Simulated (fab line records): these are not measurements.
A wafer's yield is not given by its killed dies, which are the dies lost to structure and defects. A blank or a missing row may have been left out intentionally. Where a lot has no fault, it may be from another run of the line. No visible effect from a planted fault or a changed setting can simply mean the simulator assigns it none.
fab line records	flow sky130
record lots=6	wafers=18	last-day=49
route steps=708 shown VIA4@653 METAL5@661 PASSIVATION@681 PAD_OPEN@694
lots untouched by any fault: they come from a run of this same line in which no faults occurred
start-h: the number of hours between the record's first day and the start of the first shown wafer of the lot	wait-h: hours elapsed since this lot's preceding step	" as in the row above	L1.1+2: several wafers, shown together as one row	- value missing, or start not given	* or withheld: withheld	< > ~ a bound
route shown NAME@n: a module of which the file shows steps, and the number in the route of the first	usual: average and standard deviation across the fault-free wafers	same: alike in all rows	chamber/n: place in a boat	sites: per-site readings	_std_site: standard deviation across them	_edge_site: mean of outer sites minus mean of inner sites	radius-mm: for every site, how far away it sits from the centre of the wafer	mask NAME#n: copy n	behind: the tool/chamber that last shaped the wafer	hold: what put the lot on hold/how long, in hours/how the hold closed	device: transistor that didn't switch, given as n, p or np	end of line: tests run on the same wafers once the route is complete	a step given without rows: its recipe and nothing more	killed: not the wafer's yield, but the dies lost to structure and defects at the first sort	map: the dies of a wafer, with x for killed, . for not killed, _ for no die there
set.NAME: setting as actually run; set.NAME@STEP: the setting as run at that earlier step	model.NAME: the simulator's own value behind a step, which no gauge read
lots at selected steps of the route; one table per step, one row per wafer
services: when a tool's chamber went out of use (start-h, in hours from the record's first day, below 0 if earlier), for how many hours, and the reason
## steps
# step SKY_VIA4_STRIP_14
# recipe chemistry=post-etch-residue-remover	time-s=1200	temp-c=72.5
# step SKY_VIA4_CLEAN_15
# recipe chemistry=IPA	time-s=180	temp-c=25
# step SKY_VIA4_CLEAN_16
# recipe chemistry=O3/DIW	dry=n2-spin
# step SKY_VIA4_SPUTTER_17
# recipe material=TiN	target-thk-nm=20	chamber-pressure-pa=5	power-w=4000	time-s=80
# usual throttle-valve-pct=29.3/0.98
# same time-s=80
lot.wafer	tool	chamber	start-h	wait-h	throttle-valve-pct
L834.1	pvd-sputter-01	-	1036.22	0.0	29.1
L834.2	"	-	"	"	28.9
L834.4	"	-	"	"	30.0
L836.2	pvd-sputter-04	-	1051.48	0.0	27.3
L836.4	"	-	"	"	28.8
L836.6	"	-	"	"	30.3
L841.1	pvd-sputter-01	-	1083.09	0.0	29.6
L841.5	"	-	"	"	28.8
L841.6	"	-	"	"	30.6
L845.1	pvd-sputter-04	-	1096.33	0.0	28.9
L845.3	"	-	"	"	30.2
L845.4	"	-	"	"	29.2
L848.2	pvd-sputter-02	-	1118.48	0.0	27.7
L848.3	"	-	"	"	29.5
L848.4	"	-	"	"	31.1
L850.1	pvd-sputter-02	-	1130.94	0.0	29.7
L850.2	"	-	"	"	31.1
L850.4	"	-	"	"	29.2
# step SKY_VIA4_CVD_18
# recipe material=W	target-thk-nm=505	time-s=152.14	temp-c=400	pressure-torr=40
# step SKY_VIA4_RS_MEAS_19
# recipe thk-meas-gauge=four-point-probe	reads=W_of_VIA4_CVD_18+TiN_of_VIA4_SPUTTER_17
# usual VIA4_W_RS=0.225/0.0052
lot.wafer	tool	chamber	start-h	wait-h	VIA4_W_RS[ohm/sq]
L834.1	film-metro-02	-	1036.43	0.1	0.227
L834.2	"	-	"	"	0.223
L834.4	"	-	"	"	0.224
L836.2	film-metro-02	-	1051.71	0.1	0.225
L836.4	"	-	"	"	0.225
L836.6	"	-	"	"	0.224
L841.1	film-metro-02	-	1083.31	0.1	0.228
L841.5	"	-	"	"	0.227
L841.6	"	-	"	"	0.228
L845.1	film-metro-02	-	1096.54	0.1	0.227
L845.3	"	-	"	"	0.227
L845.4	"	-	"	"	0.232
L848.2	film-metro-02	-	1118.72	0.1	0.230
L848.3	"	-	"	"	0.228
L848.4	"	-	"	"	0.228
L850.1	film-metro-02	-	1131.15	0.1	0.213
L850.2	"	-	"	"	0.227
L850.4	"	-	"	"	0.227
# step SKY_VIA4_THK_MEAS_20
# recipe thk-meas-gauge=xrf	reads=W_of_VIA4_CVD_18
# usual VIA4_W_THK=491/12
lot.wafer	tool	chamber	start-h	wait-h	VIA4_W_THK[nm]
L834.1	film-metro-02	-	1036.55	0.1	486
L834.2	"	-	"	"	493
L834.4	"	-	"	"	491
L836.2	film-metro-02	-	1051.82	0.1	492
L836.4	"	-	"	"	491
L836.6	"	-	"	"	493
L841.1	film-metro-02	-	1083.43	0.1	485
L841.5	"	-	"	"	484
L841.6	"	-	"	"	485
L845.1	film-metro-02	-	1096.66	0.1	485
L845.3	"	-	"	"	485
L845.4	"	-	"	"	471
L848.2	film-metro-02	-	1118.83	0.1	478
L848.3	"	-	"	"	479
L848.4	"	-	"	"	479
L850.1	film-metro-02	-	1131.27	0.1	511
L850.2	"	-	"	"	481
L850.4	"	-	"	"	480
# step SKY_VIA4_CMP_21
# recipe stop-on=SiO2	t-overpolish-s=25	down-force-psi=3.5	platen-rpm=60	target-thk-nm=0	pad-velocity-m-s=0.94248
# step SKY_METAL5_SPUTTER_00
# recipe material=Ti	target-thk-nm=15	power-w=3000	time-s=10	chamber-pressure-pa=0.4
# usual throttle-valve-pct=29.7/1.2
# same time-s=10
lot.wafer	tool	chamber	start-h	wait-h	throttle-valve-pct
L834.1	pvd-sputter-03	-	1036.91	0.2	32.3
L834.2	"	-	"	"	29.7
L834.4	"	-	"	"	31.3
L836.2	pvd-sputter-01	-	1052.17	0.2	28.7
L836.4	"	-	"	"	28.8
L836.6	"	-	"	"	29.4
L841.1	pvd-sputter-01	-	1083.79	0.1	29.8
L841.5	"	-	"	"	29.7
L841.6	"	-	"	"	28.4
L845.1	pvd-sputter-03	-	1097.02	0.1	31.4
L845.3	"	-	"	"	29.6
L845.4	"	-	"	"	29.6
L848.2	pvd-sputter-03	-	1120.44	0.1	29.7
L848.3	"	-	"	"	30.0
L848.4	"	-	"	"	31.4
L850.1	pvd-sputter-01	-	1131.63	0.1	29.0
L850.2	"	-	"	"	29.1
L850.4	"	-	"	"	29.5
# step SKY_METAL5_SPUTTER_01
# recipe material=TiN	target-thk-nm=20	power-w=6500	time-s=16.7	chamber-pressure-pa=0.4
# usual throttle-valve-pct=29.7/1.3
# same time-s=16.7
lot.wafer	tool	chamber	start-h	wait-h	throttle-valve-pct
L834.1	pvd-sputter-03	-	1036.93	0.0	32.6
L834.2	"	-	"	"	29.6
L834.4	"	-	"	"	31.4
L836.2	pvd-sputter-01	-	1052.19	0.0	28.8
L836.4	"	-	"	"	28.8
L836.6	"	-	"	"	29.7
L841.1	pvd-sputter-01	-	1083.81	0.0	29.7
L841.5	"	-	"	"	29.4
L841.6	"	-	"	"	28.7
L845.1	pvd-sputter-03	-	1097.04	0.0	31.2
L845.3	"	-	"	"	29.7
L845.4	"	-	"	"	29.6
L848.2	pvd-sputter-03	-	1120.46	0.0	29.7
L848.3	"	-	"	"	29.8
L848.4	"	-	"	"	31.5
L850.1	pvd-sputter-01	-	1131.65	0.0	28.8
L850.2	"	-	"	"	29.0
L850.4	"	-	"	"	29.6
# step SKY_METAL5_SPUTTER_02
# recipe material=AlCu	target-thk-nm=1150	power-w=10600	time-s=61.2	chamber-pressure-pa=0.4
# usual throttle-valve-pct=29.7/1.2
# same time-s=61.2
lot.wafer	tool	chamber	start-h	wait-h	throttle-valve-pct
L834.1	pvd-sputter-03	-	1036.96	0.0	32.2
L834.2	"	-	"	"	29.8
L834.4	"	-	"	"	31.4
L836.2	pvd-sputter-01	-	1052.22	0.0	29.1
L836.4	"	-	"	"	28.7
L836.6	"	-	"	"	29.5
L841.1	pvd-sputter-01	-	1083.84	0.0	29.9
L841.5	"	-	"	"	29.7
L841.6	"	-	"	"	28.9
L845.1	pvd-sputter-03	-	1097.07	0.0	31.2
L845.3	"	-	"	"	29.4
L845.4	"	-	"	"	29.7
L848.2	pvd-sputter-03	-	1120.49	0.0	29.5
L848.3	"	-	"	"	29.7
L848.4	"	-	"	"	31.2
L850.1	pvd-sputter-01	-	1131.68	0.0	28.9
L850.2	"	-	"	"	28.9
L850.4	"	-	"	"	29.5
# step SKY_METAL5_SPUTTER_03
# recipe material=Ti	target-thk-nm=5	power-w=3000	time-s=3.3	chamber-pressure-pa=0.4
# step SKY_METAL5_SPUTTER_04
# recipe material=TiN	target-thk-nm=70	power-w=6500	time-s=58.3	chamber-pressure-pa=0.4
# usual throttle-valve-pct=29.7/1.2
# same time-s=58.3
lot.wafer	tool	chamber	start-h	wait-h	throttle-valve-pct
L834.1	pvd-sputter-03	-	1037.03	0.0	32.2
L834.2	"	-	"	"	29.6
L834.4	"	-	"	"	31.4
L836.2	pvd-sputter-01	-	1052.29	0.0	28.8
L836.4	"	-	"	"	29.0
L836.6	"	-	"	"	29.6
L841.1	pvd-sputter-01	-	1083.90	0.0	29.8
L841.5	"	-	"	"	29.5
L841.6	"	-	"	"	28.6
L845.1	pvd-sputter-03	-	1097.14	0.0	31.2
L845.3	"	-	"	"	29.3
L845.4	"	-	"	"	29.8
L848.2	pvd-sputter-03	-	1120.56	0.0	29.7
L848.3	"	-	"	"	29.7
L848.4	"	-	"	"	31.4
L850.1	pvd-sputter-01	-	1131.75	0.0	28.9
L850.2	"	-	"	"	29.2
L850.4	"	-	"	"	29.7
# step SKY_METAL5_RS_MEAS_05
# recipe thk-meas-gauge=four-point-probe	reads=TiN_of_METAL5_SPUTTER_04+Ti_of_METAL5_SPUTTER_03+AlCu_of_METAL5_SPUTTER_02+TiN_of_METAL5_SPUTTER_01+Ti_of_METAL5_SPUTTER_00
# usual METAL5_ALCU_RS=0.0269/0.00035
lot.wafer	tool	chamber	start-h	wait-h	METAL5_ALCU_RS[ohm/sq]
L834.1	film-metro-02	-	1037.08	0.0	0.0269
L834.2	"	-	"	"	0.0264
L834.4	"	-	"	"	0.0270
L836.2	film-metro-03	-	1052.35	0.0	0.0271
L836.4	"	-	"	"	0.0275
L836.6	"	-	"	"	0.0266
L841.1	film-metro-03	-	1083.95	0.0	0.0269
L841.5	"	-	"	"	0.0272
L841.6	"	-	"	"	0.0278
L845.1	film-metro-03	-	1097.19	0.0	0.0267
L845.3	"	-	"	"	0.0263
L845.4	"	-	"	"	0.0261
L848.2	film-metro-03	-	1120.62	0.0	0.0267
L848.3	"	-	"	"	0.0264
L848.4	"	-	"	"	0.0270
L850.1	film-metro-04	-	1131.80	0.0	0.0273
L850.2	"	-	"	"	0.0273
L850.4	"	-	"	"	0.0266
# step SKY_METAL5_THK_MEAS_06
# recipe thk-meas-gauge=xrf	reads=AlCu_of_METAL5_SPUTTER_02
# usual METAL5_ALCU_THK=1152/16
lot.wafer	tool	chamber	start-h	wait-h	METAL5_ALCU_THK[nm]
L834.1	film-metro-02	-	1037.20	0.1	1156
L834.2	"	-	"	"	1173
L834.4	"	-	"	"	1141
L836.2	film-metro-03	-	1052.46	0.1	1138
L836.4	"	-	"	"	1123
L836.6	"	-	"	"	1161
L841.1	film-metro-03	-	1084.07	0.1	1137
L841.5	"	-	"	"	1130
L841.6	"	-	"	"	1108
L845.1	film-metro-03	-	1097.31	0.1	1147
L845.3	"	-	"	"	1169
L845.4	"	-	"	"	1179
L848.2	film-metro-03	-	1120.73	0.1	1155
L848.3	"	-	"	"	1176
L848.4	"	-	"	"	1145
L850.1	film-metro-04	-	1131.92	0.1	1149
L850.2	"	-	"	"	1147
L850.4	"	-	"	"	1179
# step SKY_METAL5_DEHYDRATE_07
# recipe temp-c=200	time-s=60
# step SKY_METAL5_HMDS_08
# recipe prime-time-s=60	prime-temp-c=120
# step SKY_METAL5_COAT_09
# recipe resist=NOVOLAK	spin-rpm=3000	resist-thk-nm=1800
# step SKY_METAL5_SOFTBAKE_10
# recipe temp-c=90	time-s=60	resist=NOVOLAK
# step SKY_METAL5_EXPOSE_11
# recipe mask-id=MM5	na=0.6	source-shape=conventional	sigma-outer=0.6	polarization=unpolarized	target-cd-nm=1600	dose-mj=190
# step SKY_METAL5_PEB_12
# recipe temp-c=withheld	time-s=*	resist=NOVOLAK
# step SKY_METAL5_DEVELOP_13
# recipe resist=NOVOLAK	developer=TMAH	develop-time-s=60	dev-temp-c=23
# step SKY_METAL5_DESCUM_14
# recipe chemistry=O2	source-power-w=150	bias-power-w=0	pressure-mtorr=10	temp-c=40	time-s=11
# step SKY_METAL5_METAL_ETCH_15
# recipe target-depth-a=12600	stop-on=SiO2	over-etch-frac=0.2	time-s=252	chemistry=Cl2/BCl3	resist-sidewall-deg=86	pressure-mtorr=10	icp-w=900	bias-w=48.5	Cl2_flow_sccm=60	bcl3-flow-sccm=30
# step SKY_METAL5_STRIP_16
# recipe chemistry=O2/N2	power-w=1400	pressure-mtorr=1500	platen-temp-c=withheld	o2-flow-sccm=3000	n2-flow-sccm=300	overash-fraction=0.5
# step SKY_METAL5_STRIP_17
# recipe chemistry=post-etch-residue-remover	time-s=1200	temp-c=72.5
# step SKY_METAL5_CLEAN_18
# recipe chemistry=IPA	time-s=180	temp-c=25
# step SKY_METAL5_CLEAN_19
# recipe chemistry=O3/DIW	dry=n2-spin
# step SKY_PASSIVATION_CVD_00
# recipe material=SiO2	target-thk-nm=90	temp-c=400	time-s=withheld	rf-w=600
# step SKY_PASSIVATION_THK_MEAS_01
# recipe reads=SiO2_of_PASSIVATION_CVD_00
# usual PASSIVATION_CVD_00_THK=90.1/1.4
lot.wafer	tool	chamber	start-h	wait-h	PASSIVATION_CVD_00_THK[nm]
L834.1	film-metro-03	-	1059.42	-	87.9
L834.2	"	-	"	"	89.5
L834.4	"	-	"	"	88.9
L836.2	film-metro-04	-	1074.68	-	87.8
L836.4	"	-	"	"	90.9
L836.6	"	-	"	"	90.8
L841.1	film-metro-04	-	1104.87	-	88.9
L841.5	"	-	"	"	90.2
L841.6	"	-	"	"	90.4
L845.1	film-metro-04	-	1118.37	-	90.4
L845.3	"	-	"	"	91.5
L845.4	"	-	"	"	92.4
L848.2	film-metro-03	-	1140.05	-	88.2
L848.3	"	-	"	"	87.6
L848.4	"	-	"	"	90.1
L850.1	film-metro-03	-	1151.40	-	88.2
L850.2	"	-	"	"	88.7
L850.4	"	-	"	"	90.6
# step SKY_PASSIVATION_CVD_02
# recipe material=Si3N4	target-thk-nm=540	temp-c=400	time-s=withheld	rf-w=450
# step SKY_PASSIVATION_THK_MEAS_03
# recipe reads=Si3N4_of_PASSIVATION_CVD_02
# usual PASSIVATION_CVD_02_THK=544/7.9
lot.wafer	tool	chamber	start-h	wait-h	PASSIVATION_CVD_02_THK[nm]
L834.1	film-metro-01	-	1059.71	-	537
L834.2	"	-	"	"	539
L834.4	"	-	"	"	553
L836.2	film-metro-01	-	1074.97	-	548
L836.4	"	-	"	"	552
L836.6	"	-	"	"	555
L841.1	film-metro-03	-	1105.15	-	537
L841.5	"	-	"	"	546
L841.6	"	-	"	"	544
L845.1	film-metro-01	-	1118.65	-	535
L845.3	"	-	"	"	544
L845.4	"	-	"	"	554
L848.2	film-metro-03	-	1140.33	-	549
L848.3	"	-	"	"	544
L848.4	"	-	"	"	554
L850.1	film-metro-01	-	1151.68	-	538
L850.2	"	-	"	"	554
L850.4	"	-	"	"	543
# step SKY_PASSIVATION_DEHYDRATE_04
# recipe temp-c=200	time-s=60
# step SKY_PASSIVATION_HMDS_05
# recipe prime-time-s=60	prime-temp-c=120
# step SKY_PASSIVATION_COAT_06
# recipe spin-rpm=2000	resist-thk-nm=3000
# step SKY_PASSIVATION_SOFTBAKE_07
# recipe temp-c=110	time-s=withheld
# step SKY_PASSIVATION_EXPOSE_08
# recipe mask-id=NSM	target-cd-nm=3000	na=0.57	dose-mj=260
# step SKY_PASSIVATION_PEB_09
# recipe temp-c=115	time-s=withheld
# step SKY_PASSIVATION_DEVELOP_10
# recipe develop-time-s=60	dev-temp-c=23
# step SKY_PASSIVATION_ETCH_11
# recipe chemistry=CF4/O2	target-depth-nm=725	stop-on=AlCu	source-w=800	bias-w=150	pressure-mtorr=150	cf4-flow-sccm=80	O2_flow_sccm=10	time-s=161.1
# step SKY_PASSIVATION_STRIP_12
# recipe chemistry=O2/N2	power-w=1400	pressure-mtorr=1500	platen-temp-c=withheld	overash-fraction=0.7	o2-flow-sccm=3000	n2-flow-sccm=300
# usual drypump-motor-current-A=5.7/0.77	n2-flow-sccm=300.1/0.93	oes-product-au=0.661/0.0044	strip-time-to-endpoint-s=31.58/0.15
lot.wafer	tool	chamber	start-h	wait-h	drypump-motor-current-A	n2-flow-sccm	oes-product-au	rf-hours-counter-h	strip-time-to-endpoint-s
L834.1	plasma-asher-04	1	1080.40	0.1	4.8	298.6	0.658	85	31.82
L834.2	"	0	"	"	6.4	299.4	0.669	85	31.55
L834.4	"	0	"	"	6.3	298.0	0.656	-	31.51
L836.2	plasma-asher-04	0	1096.08	0.1	6.4	297.7	0.664	86	31.57
L836.4	"	1	"	"	4.7	300.2	0.658	-	31.57
L836.6	"	0	"	"	6.4	299.3	0.669	-	31.61
L841.1	plasma-asher-04	0	1124.77	0.1	6.3	299.9	0.668	90	31.70
L841.5	"	0	"	"	6.4	300.2	0.664	-	31.44
L841.6	"	1	"	"	4.7	301.1	0.662	-	31.57
L845.1	plasma-asher-04	0	1137.50	0.1	6.4	300.9	0.662	91	31.73
L845.3	"	0	"	"	6.4	300.7	0.663	-	31.36
L845.4	"	1	"	"	4.7	299.7	0.664	-	31.67
L848.2	plasma-asher-04	1	1158.45	0.1	4.8	300.9	0.664	93	31.67
L848.3	"	1	"	"	4.7	300.7	0.660	-	31.59
L848.4	"	0	"	"	6.3	299.7	0.658	-	31.63
L850.1	plasma-asher-04	0	1169.08	0.1	6.3	300.0	0.658	94	31.38
L850.2	"	1	"	"	4.7	299.8	0.657	94	31.58
L850.4	"	0	"	"	6.3	300.4	0.661	-	31.51
# step SKY_PAD_OPEN_DEHYDRATE_00
# recipe temp-c=200	time-s=60
# step SKY_PAD_OPEN_PROBE_99
# usual defect-limited-yield=82.9/2.2	killed_at_M0_to_M3=42/7	killed_at_M4_up=2.8/1.8	killed-at-contacts=24/5.8	killed-at-front-end=15/4.8	killed-at-other=0.3/0.56	killed-dies=84/11	killed-on-rim=17/4.2	killed-open=46/7.8	killed-short=38/6.3	sort_bin_3_pad_short=0.8/0.43	sort_bin_5_function=10.2/1.6	sort_bin_6_memory=6.0/1.1	sort-n-pass=408/11	sort-yield-pct=82.9/2.2
# same gross-dies=492	killed-at-back-side=0	sort_bin_4_leakage[%]=0	sort_bin_8_speed[%]=0
lot.wafer	tool	chamber	start-h	wait-h	defect-limited-yield[%]	killed_at_M0_to_M3	killed_at_M4_up	killed-at-contacts	killed-at-front-end	killed-at-other	killed-dies	killed-on-rim	killed-open	killed-short	sort_bin_3_pad_short[%]	sort_bin_5_function[%]	sort_bin_6_memory[%]	sort-n-pass	sort-yield-pct[%]	model.etest.tester.sort-n-pass	model.etest.tester.sort-yield-pct	model.etest.tester.sort_bin_5_pct	model.etest.tester.sort_bin_3_pct
L834.1	prober-01	-	1103.30	0.1	84.1	38	4	15	20	1	78	18	37	40	1.0	9.8	5.1	414	84.1	414	84.15	9.756	1.016
L834.2	prober-01	-	1103.35	0.1	83.5	41	3	20	17	0	81	24	49	32	0.8	9.6	6.1	411	83.5	411	83.54	9.553	0.813
L834.4	prober-01	-	1103.45	0.2	83.5	43	3	25	9	1	81	17	51	29	0.6	11.8	4.1	411	83.5	411	83.54	11.79	0.6098
L836.2	prober-01	-	1119.44	0.1	82.9	42	5	25	12	0	84	18	47	37	0.4	10.0	6.7	408	82.9	408	82.93	9.959	0.4065
L836.4	prober-01	-	1119.54	0.2	81.1	45	2	30	15	1	93	22	51	42	0.4	12.4	6.1	399	81.1	399	81.1	12.4	0.4065
L836.6	prober-01	-	1119.64	0.2	82.9	42	1	23	18	0	84	27	39	45	1.4	9.3	6.3	408	82.9	408	82.93	9.35	1.423
L841.1	prober-02	-	1145.54	0.1	80.5	49	1	24	21	1	96	21	52	44	1.2	12.8	5.5	396	80.5	396	80.49	12.8	1.22
L841.5	prober-02	-	1145.74	0.2	80.7	50	2	26	16	1	95	15	50	44	1.0	11.0	7.3	397	80.7	397	80.69	10.98	1.016
L841.6	prober-02	-	1145.79	0.2	81.9	47	2	24	16	0	89	21	54	35	0.6	12.2	5.3	403	81.9	403	81.91	12.2	0.6098
L845.1	prober-02	-	1158.73	0.1	86.0	35	2	19	13	0	69	12	38	31	0.4	8.1	5.5	423	86.0	423	85.98	8.13	0.4065
L845.3	prober-02	-	1158.83	0.2	84.3	38	2	22	15	0	77	21	43	34	0.6	9.8	5.3	415	84.3	415	84.35	9.756	0.6098
L845.4	prober-02	-	1158.88	0.2	78.5	37	31	24	14	0	106	28	37	42	1.6	13.8	6.1	386	78.5	386	78.46	13.82	1.626
L848.2	prober-01	-	1177.57	0.1	81.5	50	0	25	16	0	91	21	57	34	0.4	10.4	7.7	401	81.5	401	81.5	10.37	0.4065
L848.3	prober-01	-	1177.62	0.2	73.8	41	30	36	22	0	129	33	58	43	2.8	16.1	7.3	363	73.8	363	73.78	16.06	2.846
L848.4	prober-01	-	1177.67	0.2	85.8	33	3	23	11	0	70	11	45	25	0.6	8.7	4.9	422	85.8	422	85.77	8.74	0.6098
L850.1	prober-01	-	1187.21	0.1	86.2	44	4	16	4	0	68	8	34	34	0.4	7.7	5.7	424	86.2	424	86.18	7.724	0.4065
L850.2	prober-01	-	1187.26	0.1	87.0	30	1	16	17	0	64	13	27	37	1.4	7.7	3.9	428	87.0	428	86.99	7.724	1.423
L850.4	prober-01	-	1187.36	0.2	82.3	43	2	27	15	0	87	20	53	34	0.6	12.4	4.7	405	82.3	405	82.32	12.4	0.6098
# killed by level:class
L834.1 VIA1:geometric-particle:short=10 VIA2:geometric-particle:open=7 FIELD_ISO:geometric-particle:short=6 FIELD_ISO:geometric-particle:open=6 VIA1:geometric-particle:open=6 POLY_GATE:geometric-particle:open=5 LOCAL_INTERCONNECT:geometric-particle:short=5 CONTACT:geometric-particle:open=4
L834.2 VIA3:geometric-particle:open=10 VIA1:geometric-particle:open=9 POLY_GATE:geometric-particle:open=7 LI_CONTACT:geometric-particle:open=6 VIA2:geometric-particle:open=5 LOCAL_INTERCONNECT:geometric-particle:short=5 CONTACT:geometric-particle:open=5 METAL1:geometric-particle:short=4
L834.4 VIA2:geometric-particle:open=9 CONTACT:geometric-particle:open=8 VIA1:geometric-particle:open=8 METAL2:geometric-particle:short=8 CONTACT:geometric-particle:short=6 LI_CONTACT:geometric-particle:open=6 METAL1:geometric-particle:open=5 LOCAL_INTERCONNECT:geometric-particle:short=3
L836.2 CONTACT:geometric-particle:open=10 METAL1:geometric-particle:short=8 VIA1:geometric-particle:open=8 LI_CONTACT:geometric-particle:open=6 VIA2:geometric-particle:open=6 CONTACT:geometric-particle:short=5 VIA3:geometric-particle:open=5 POLY_GATE:geometric-particle:short=4
L836.4 CONTACT:geometric-particle:open=13 VIA1:geometric-particle:open=11 VIA3:geometric-particle:open=11 FIELD_ISO:geometric-particle:short=7 LI_CONTACT:geometric-particle:open=7 CONTACT:geometric-particle:short=7 VIA1:geometric-particle:short=6 VIA2:geometric-particle:short=4
L836.6 CONTACT:geometric-particle:open=10 METAL1:geometric-particle:short=8 POLY_GATE:geometric-particle:short=7 LOCAL_INTERCONNECT:geometric-particle:short=7 VIA3:geometric-particle:short=7 VIA1:geometric-particle:open=6 VIA3:geometric-particle:open=6 FIELD_ISO:geometric-particle:short=5
L841.1 VIA1:geometric-particle:open=15 CONTACT:geometric-particle:open=12 VIA1:geometric-particle:short=7 VIA3:geometric-particle:open=6 FIELD_ISO:geometric-particle:open=5 POLY_GATE:geometric-particle:short=5 VIA2:geometric-particle:open=5 CONTACT:geometric-particle:short=5
L841.5 VIA1:geometric-particle:open=14 CONTACT:geometric-particle:open=10 VIA1:geometric-particle:short=9 LOCAL_INTERCONNECT:geometric-particle:short=8 VIA2:geometric-particle:open=7 LI_CONTACT:geometric-particle:open=5 METAL2:geometric-particle:short=5 VIA3:geometric-particle:open=5
L841.6 VIA1:geometric-particle:open=15 CONTACT:geometric-particle:open=9 FIELD_ISO:geometric-particle:open=7 LI_CONTACT:geometric-particle:open=7 VIA1:geometric-particle:short=7 CONTACT:geometric-particle:short=6 METAL1:geometric-particle:short=5 METAL3:geometric-particle:short=5
L845.1 VIA1:geometric-particle:open=10 CONTACT:geometric-particle:open=7 LI_CONTACT:geometric-particle:open=5 FIELD_ISO:geometric-particle:short=5 VIA1:geometric-particle:short=5 POLY_GATE:geometric-particle:short=4 VIA2:geometric-particle:open=4 VIA3:geometric-particle:open=4
L845.3 VIA1:geometric-particle:open=14 CONTACT:geometric-particle:open=10 LI_CONTACT:geometric-particle:open=5 METAL2:geometric-particle:short=5 VIA1:geometric-particle:short=4 VIA2:geometric-particle:open=4 FIELD_ISO:geometric-particle:open=3 FIELD_ISO:geometric-particle:short=3
L845.4 METAL5:unspecified=27 CONTACT:geometric-particle:short=8 VIA1:geometric-particle:open=7 VIA3:geometric-particle:open=7 LI_CONTACT:geometric-particle:open=6 CONTACT:geometric-particle:open=5 VIA1:geometric-particle:short=5 POLY_GATE:geometric-particle:short=4
L848.2 VIA2:geometric-particle:open=13 VIA3:geometric-particle:open=10 LI_CONTACT:geometric-particle:open=9 VIA1:geometric-particle:open=9 CONTACT:geometric-particle:short=7 CONTACT:geometric-particle:open=6 FIELD_ISO:geometric-particle:short=5 METAL1:geometric-particle:short=5
L848.3 METAL5:unspecified=28 CONTACT:geometric-particle:open=14 LI_CONTACT:geometric-particle:open=9 FIELD_ISO:geometric-particle:short=7 VIA1:geometric-particle:open=7 VIA3:geometric-particle:open=7 FIELD_ISO:geometric-particle:open=6 CONTACT:geometric-particle:short=6
L848.4 CONTACT:geometric-particle:open=12 VIA1:geometric-particle:open=9 VIA3:geometric-particle:open=9 LI_CONTACT:geometric-particle:open=6 METAL2:geometric-particle:short=4 FIELD_ISO:geometric-particle:short=3 POLY_GATE:geometric-particle:open=3 LOCAL_INTERCONNECT:geometric-particle:short=3
L850.1 VIA1:geometric-particle:short=9 VIA1:geometric-particle:open=8 VIA2:geometric-particle:open=8 CONTACT:geometric-particle:open=5 LOCAL_INTERCONNECT:geometric-particle:short=4 METAL2:geometric-particle:short=4 LI_CONTACT:geometric-particle:open=3 CONTACT:geometric-particle:short=3
L850.2 METAL2:geometric-particle:short=7 POLY_GATE:geometric-particle:open=6 POLY_GATE:geometric-particle:short=5 VIA1:geometric-particle:open=5 VIA2:geometric-particle:open=5 LI_CONTACT:geometric-particle:short=4 CONTACT:geometric-particle:open=4 LI_CONTACT:geometric-particle:open=3
L850.4 CONTACT:geometric-particle:open=12 VIA1:geometric-particle:open=10 VIA2:geometric-particle:open=9 LI_CONTACT:geometric-particle:open=8 METAL1:geometric-particle:short=8 POLY_GATE:geometric-particle:short=7 VIA3:geometric-particle:open=4 POLY_GATE:geometric-particle:open=3
# map L845.4 (x killed, . not)
__________.x.......x_________
________..x..........._______
______...........x......_____
_____x.....x...x.x.......____
____.....x...x......x...x.___
___x..xx..............x....__
__..x.........x....x....x..._
_......x...x...x....x........
_xx.........x.xx..x....x.....
_.....x...x.......x..........
_xx.x.......xx.x.............
_x.x.x..xx......x.....xx..xxx
_xxxxx..x...x...x.........x..
_xxxxx........x.x...x..x...x.
_xxxxxx.....x............x...
__xxxx.........x....x.x...xx_
___xxx...x...........x...xx__
____x........x......x...x.___
_____x....x..............____
______............x....._____
________x..x......x..._______
__________x...x....._________
# map L848.3 (x killed, . not)
__________......x..._________
________.x...x.x.x...._______
______..........xx...x.._____
_____.x...........xx..x..____
____....x........x...xx...___
___...x............x...x...__
__.....x.....x...x.x.....x.._
_........x...........x.......
_.......xxxx.x..........x.x.x
_...x...............x.....x.x
_..xx..x......xx.xx...x......
_xxx..x....x.x.......xxx.x...
_xxxxxx......xx........x..x.x
_xxxxx..x.x.......x........xx
_xxxxx.x........xx.......x...
__xxxx...x..x.............x._
___xxxx.x.xx..xx......x...x__
____..x........x....x.....___
_____x...x.xx....x.....xx____
______.xxx.x..........x._____
________.xx..x...x..x._______
__________.x.x.xxx.._________
## services
tool	chamber	start-h	hours	kind
pvd-sputter-01	-	1056.52	1.0	repair
pvd-sputter-03	0	1063.08	-	consumable-replace:kit
pvd-sputter-03	0	1063.08	18.0	scheduled-down
pvd-sputter-03	0	1063.08	18.0	vent-cycle
pvd-sputter-04	-	1080.14	4.7	repair
pvd-sputter-03	3	1102.06	-	consumable-replace:kit
pvd-sputter-03	3	1102.06	18.0	scheduled-down
pvd-sputter-03	3	1102.06	18.0	vent-cycle
pvd-sputter-04	3	1103.21	-	consumable-replace:kit
pvd-sputter-04	3	1103.21	18.0	scheduled-down
pvd-sputter-04	3	1103.21	18.0	vent-cycle
pvd-sputter-01	-	1113.48	8.6	repair
pvd-sputter-01	-	1121.97	3.1	repair
pvd-sputter-02	0	1124.38	-	consumable-replace:kit
pvd-sputter-02	0	1124.38	18.0	scheduled-down
pvd-sputter-02	0	1124.38	18.0	vent-cycle
pvd-sputter-02	-	1154.53	3.1	repair
pvd-sputter-03	2	1168.58	-	consumable-replace:kit
pvd-sputter-03	2	1168.58	18.0	scheduled-down
pvd-sputter-03	2	1168.58	18.0	vent-cycle
## key
first-sign step=SKY_PAD_OPEN_PROBE_99	reading=killed_at_M4_up	direction=up	sigmas=15	usual=2.8	struck=30.5
effect step=SKY_PAD_OPEN_PROBE_99	reading=sort_bin_3_pad_short	direction=up	sigmas=3.3	usual=0.8	struck=2.2
model-effect step=SKY_PAD_OPEN_PROBE_99	value=etest.tester.sort-n-pass	without=398.5	struck=374.5
met-at SKY_METAL5_SPUTTER_04
struck-wafers L845.4,L848.3
fault kind=chamber-particle-source	tool=pvd-sputter-03	chamber=-	onset-h=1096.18	steps=SKY_METAL5_SPUTTER_04	rate-per-visit-cm2=0.4906	end-h=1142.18	scope=struck-wafers-only
